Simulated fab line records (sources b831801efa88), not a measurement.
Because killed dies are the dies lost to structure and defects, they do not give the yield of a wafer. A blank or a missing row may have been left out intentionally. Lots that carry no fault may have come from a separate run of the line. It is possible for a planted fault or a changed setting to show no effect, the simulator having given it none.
Struck lot and sound lot, side by side    flow gf180mcu    14 out of 602 route steps
Sound: wafers L499.1, L499.2, L499.5. Struck: wafers L509.1, L509.2, L509.3. The cause is given at the end.
Per side, at each step with rows, come the tool, then ch with its chambers, and then its first start. Under that, the readings that differ: sound wafers    struck wafers    difference of the means    sigmas: that difference in standard deviations of wafers without a fault.
alike: words and numbers the same on both sides, and readings whose means are apart by under 2 such deviations; not compared: readings that were withheld, readings missing a value for some wafer, numbers with overlapping values and no deviation given by the record, and bounds like >300 which may hide the same value.
A row with sigmas, a row that says differs or no value, or rows on one side alone: a step with any of these is where the two part. When numbers do not overlap yet have no deviation, they are printed without sigmas and do not part them. Lack of a reading on every wafer of one side parts them only where that side has two or more wafers.

GF_M1_SPUTTER_00: material Ti, target thk 37.5 nm, time 150 s.
  sound on pvd-sputter-04, day 19 09:20; struck on pvd-sputter-01, day 22 14:41
  alike: throttle-valve-pct
GF_M1_SPUTTER_01: material TiN, target thk 30 nm, time 25 s.
  sound on pvd-sputter-04, day 19 09:26; struck on pvd-sputter-01, day 22 14:47
  alike: throttle-valve-pct
GF_M1_SPUTTER_02: material AlCu, target thk 450 nm, time 23.9 s.
  sound on pvd-sputter-04, day 19 09:28; struck on pvd-sputter-01, day 22 14:49
  alike: throttle-valve-pct
GF_M1_SPUTTER_03: material Ti, target thk 10 nm, time 6.7 s.
  sound on pvd-sputter-04, day 19 09:29; struck on pvd-sputter-01, day 22 14:51
  alike: throttle-valve-pct
GF_M1_SPUTTER_04: material TiN, target thk 50 nm, time 43.16 s.
  sound on pvd-sputter-04, day 19 09:31; struck on pvd-sputter-01, day 22 14:52
  alike: throttle-valve-pct
GF_M1_RS_MEAS_05: the measuring method here is four-point-probe.
  sound on film-metro-02, day 19 09:33; struck on film-metro-01, day 22 14:55
  alike: M1_ALCU_RS
GF_M1_THK_MEAS_06: measures by xrf.
  sound on film-metro-02, day 19 09:40; struck on film-metro-01, day 22 15:02
  alike: M1_ALCU_THK
then, 5 steps without rows for these wafers: GF_M1_DEHYDRATE_07 (time 60 s); GF_M1_HMDS_08 (prime time 60 s); GF_M1_COAT_09 (resist thk 1000 nm); GF_M1_SOFTBAKE_10 (time 60 s); GF_M1_EXPOSE_11 (exposes mask Metal1, target cd 230 nm).
GF_M1_PEB_12: peb time 90 s.
  sound on litho-track-02 ch 0, day 20 09:04; struck on litho-track-02, day 23 13:46
  no value came back on the struck wafers for chill-plate-temp-C (C), exhaust-pa (Pa), heater-power-total-W (W); on the sound wafers chill-plate-temp-C (C) reads 22.99 23.12 22.94
then, 1 step without rows for these wafers: GF_M1_DEVELOP_13 (develop time 60 s).

## WHERE THEY PART
Only at GF_M1_PEB_12, within this record.

WHY: what had been put in by the simulator
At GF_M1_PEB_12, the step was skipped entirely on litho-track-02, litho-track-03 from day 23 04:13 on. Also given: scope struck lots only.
